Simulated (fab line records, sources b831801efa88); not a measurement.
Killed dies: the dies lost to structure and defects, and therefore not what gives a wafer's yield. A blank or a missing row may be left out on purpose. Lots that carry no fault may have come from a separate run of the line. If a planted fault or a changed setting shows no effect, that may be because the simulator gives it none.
Split-lot study    flow gf180mcu    5 lots, 23 wafers read, on a route of 602 steps

THE SPLIT ITSELF
At GF_M2_SPUTTER_01 (material TiN, target thk 30 nm, time 25 s), the setting time_s was moved away from the recipe's 25 s on 4 of the 23 wafers read, by -10.0% to +7.8%. This setting was run at the recipe's value on the other wafers.

Reading taken at the split's own step.

THE READING
TiN_of_M2_SPUTTER_01.thk_nm (the simulator's own value, which no gauge read), in nm, at GF_M2_SPUTTER_01 (material TiN, target thk 30 nm, time 25 s). No usual value for it is given in the file. Here, 19 wafers ran the recipe; their average is 30.00 nm with a standard deviation of 0.22 nm.

wafer   tool, chamber at the split  time_s as run, s  against the recipe  TiN_of_M2_SPUTTER_01.thk_nm, nm  against lot-mates on the recipe
L074.2  pvd_sputter-04, -           25                recipe              30.57                            -
L074.3  pvd_sputter-04, -           25                recipe              30.11                            -
L074.4  pvd_sputter-04, -           26.94             +7.8%               32.37                            +2.05
L074.5  pvd_sputter-04, -           25                recipe              30.28                            -
L074.6  pvd_sputter-04, -           26.94             +7.8%               32.26                            +1.94
L076.1  pvd_sputter-01, -           25                recipe              29.79                            -
L076.3  pvd_sputter-01, -           25                recipe              29.98                            -
L076.6  pvd_sputter-01, -           25                recipe              30.1                             -
L077.1  pvd_sputter-04, -           25                recipe              30.31                            -
L077.2  pvd_sputter-04, -           25                recipe              29.88                            -
L077.4  pvd_sputter-04, -           25                recipe              29.69                            -
L077.5  pvd_sputter-04, -           25                recipe              30.23                            -
L077.6  pvd_sputter-04, -           25                recipe              29.77                            -
L079.2  pvd_sputter-01, -           25                recipe              29.88                            -
L079.3  pvd_sputter-01, -           25                recipe              29.88                            -
L079.4  pvd_sputter-01, -           25                recipe              30.02                            -
L079.6  pvd_sputter-01, -           25                recipe              30.02                            -
L079.5  pvd_sputter-01, -           25                recipe              29.76                            -
L083.1  pvd_sputter-01, -           25                recipe              29.81                            -
L083.2  pvd_sputter-01, -           25                recipe              29.94                            -
L083.3  pvd_sputter-01, -           25                recipe              29.94                            -
L083.4  pvd_sputter-01, -           22.5              -10.0%              27.05                            -2.85
L083.5  pvd_sputter-01, -           22.5              -10.0%              26.93                            -2.97

FIT RESULTS
A straight line over all 23 wafers: TiN_of_M2_SPUTTER_01.thk_nm changes by +0.3 nm for each +1% of time_s; r = +0.98; the points scatter about the line by 0.21 nm.
The same after taking each lot's own level away (the mean of its wafers on the recipe; 23 wafers): +0.278 nm for each +1%; r = +0.99; scatter 0.17 nm.
According to that fit, moving time_s by its largest amount changes the reading by 2.8 nm.
The span of the lots' own levels, 29.897 to 30.320 nm, comes to 1.9 times the standard deviation stated above.
The two slopes are in agreement: the lot-to-lot level therefore moves the slope only a little.
Check: -2.78 nm against its lot-mates is what the line predicts for one of the wafers moved furthest among these (-10.0%) when that wafer is left out of the fit. Against them it came out at -2.85 nm.

ADDITIONAL SPLITS CARRIED BY THESE WAFERS
Before the reading, these wafers also passed through other splits. Each is held against what the fit with the lots' levels taken away leaves over:
other split on the same wafers  wafers away from the commonest value  r with TiN_of_M2_SPUTTER_01.thk_nm (lot level and that fit taken away)
GF_V1_ETCH_17 bias_w            8                                     -0.13
GF_V1_CVD_23 pressure_torr      15                                    +0.08

FILE'S OWN FIT
TiN_of_M2_SPUTTER_01.thk_nm changes by +0.278 nm for each +1% of time_s, r = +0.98.
